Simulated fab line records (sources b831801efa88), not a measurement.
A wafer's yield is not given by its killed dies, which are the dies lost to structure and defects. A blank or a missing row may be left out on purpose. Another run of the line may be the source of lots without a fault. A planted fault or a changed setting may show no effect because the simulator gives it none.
Matching of chambers -- flow gf180mcu -- GF_PASSIVATION_CVD_00 on pecvd-03 has 3 sister chambers
The step deposits SiO2 from TEOS, target thk 1000 nm, time 111.95 s. 16 wafers are shown with their chamber, then 8 later ones without.

## WAFERS PAIRED WITH THEIR CHAMBERS
wafer,chamber,heater power w (W)
L972.1,1,684
L972.5,1,730
L972.6,2,729
L973.1,2,722
L973.3,1,713
L973.5,2,575
L974.1,2,679
L974.2,0,764
L974.6,0,805
L982.1,0,786
L982.4,0,846
L982.5,1,712
L983.1,2,642
L983.2,1,628
L983.5,0,674
L987.1,2,680

SIGNATURES, as means of the wafers listed above
reading,chamber 0,chamber 1,chamber 2,scatter within a chamber
heater power w,775.00,693.40,671.17,54.8
Rule: for a wafer and a chamber, the distance is found by dividing, reading by reading, the gap between the wafer's reading and the chamber's mean by the reading's scatter, squaring, summing and taking the root. The wafer belongs to the nearest chamber; if the next one is less than 2 further off, it can't be placed. The scatter: take each reading less its chamber's mean, square it, sum over the shown wafers, divide by the number of wafers less the number of chambers, and take the root.

## WAFERS WITHOUT THEIR CHAMBER
wafer,heater power w (W)
L987.3,748
L987.4,764
L989.1,617
L989.3,762
L989.5,570
L993.1,730
L993.2,759
L993.3,598

## WHICH CHAMBER EACH WENT THROUGH
wafer,from the rows above,in truth
L987.3,can't be placed: 0 or 1 or 2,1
L987.4,can't be placed: 0 or 1 or 2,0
L989.1,can't be placed: 2 or 1 or 0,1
L989.3,can't be placed: 0 or 1 or 2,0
L989.5,can't be placed: 2 or 1 or 0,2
L993.1,can't be placed: 1 or 0 or 2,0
L993.2,can't be placed: 0 or 1 or 2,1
L993.3,can't be placed: 2 or 1 or 0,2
Correct placement for 0 of the 8. Can't be placed from these rows: 8 (the true chamber is among the candidates in 8). Number placed wrongly: 0.
